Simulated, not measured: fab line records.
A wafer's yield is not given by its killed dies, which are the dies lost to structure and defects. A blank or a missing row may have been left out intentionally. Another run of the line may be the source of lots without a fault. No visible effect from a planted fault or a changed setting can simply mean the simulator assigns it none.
Which tool did it? / flow sky130 / 6 lots, 18 wafers sampled, at 3 steps of a route of 708

## WHAT THE GAUGES SHOWED, per wafer
SKY_NWELL_TW_MEAS_15.
lot=L884; measured=day 4 18:46; on=filmMetro-04; NWELL_TW=1785 1781 1778
lot=L892; measured=day 6 23:07; on=filmMetro-04; NWELL_TW=30 30 30
lot=L899; measured=day 8 08:43; on=filmMetro-02; NWELL_TW=1821 1820 1826
lot=L900; measured=day 9 03:13; on=filmMetro-01; NWELL_TW=1841 1840 1833
lot=L903; measured=day 9 12:21; on=filmMetro-01; NWELL_TW=1834 1844 1835
lot=L905; measured=day 9 20:39; on=filmMetro-02; NWELL_TW=1810 1808 1808

## WHAT TOOL EACH LOT RAN ON (gives the tool, then ch and the chambers of the sampled wafers, and finally the start)
lot=L884; SKY_PWDE_STRIP_09=plasmaAsher-03 ch 0,1, day 4 00:55; SKY_NWELL_STRIP_14=plasmaAsher-01 ch 0,1, day 4 18:39
lot=L892; SKY_PWDE_STRIP_09=plasmaAsher-01 ch 0,1, day 6 03:29; SKY_NWELL_STRIP_14=plasmaAsher-04 ch 0,1, day 6 23:01
lot=L899; SKY_PWDE_STRIP_09=plasmaAsher-03 ch 0,1, day 7 12:34; SKY_NWELL_STRIP_14=plasmaAsher-01 ch 0,1, day 8 08:37
lot=L900; SKY_PWDE_STRIP_09=plasmaAsher-01 ch 0,1, day 8 05:57; SKY_NWELL_STRIP_14=plasmaAsher-01 ch 0,1, day 9 03:08
lot=L903; SKY_PWDE_STRIP_09=plasmaAsher-03 ch 0,1, day 8 14:55; SKY_NWELL_STRIP_14=plasmaAsher-03 ch 1, day 9 12:15
lot=L905; SKY_PWDE_STRIP_09=plasmaAsher-01 ch 0,1, day 8 22:26; SKY_NWELL_STRIP_14=plasmaAsher-03 ch 0,1, day 9 20:33
- SKY_PWDE_STRIP_09: strips in O2/N2.
- SKY_NWELL_STRIP_14: strips in O2/N2.

## THE ANSWER, worked out from the rows above alone
Rule: what is usual is taken from the lots themselves. Put in order of their means at a reading, lots are off if they are a third of the lots or fewer, leave a main group of 4 or more, and stand apart from it by a gap of 3 or more times the standard deviation of the main group's means; of several such gaps the widest counts. The tables above print the reading to a certain number of digits; a main group whose means all agree to those digits is not used. A lot without any number at a reading at which 4 lots or more have one is off too. Where the step has rows for the other lots, those lots are counted as sound.
Off: L892, at SKY_NWELL_TW_MEAS_15 (NWELL_TW). For the main group the mean is 1818 and the standard deviation 21.
If a tool, at a process step before that reading, ran all the lots that are off and no sound lot after the first of them, it fits. The gauges at SKY_NWELL_TW_MEAS_15 are tried like those tools. 2 tools fit, plasmaAsher-04 at SKY_NWELL_STRIP_14 and filmMetro-04 at SKY_NWELL_TW_MEAS_15, so this cannot tell which one it is.

## WHAT WAS PUT IN BY THE SIMULATOR
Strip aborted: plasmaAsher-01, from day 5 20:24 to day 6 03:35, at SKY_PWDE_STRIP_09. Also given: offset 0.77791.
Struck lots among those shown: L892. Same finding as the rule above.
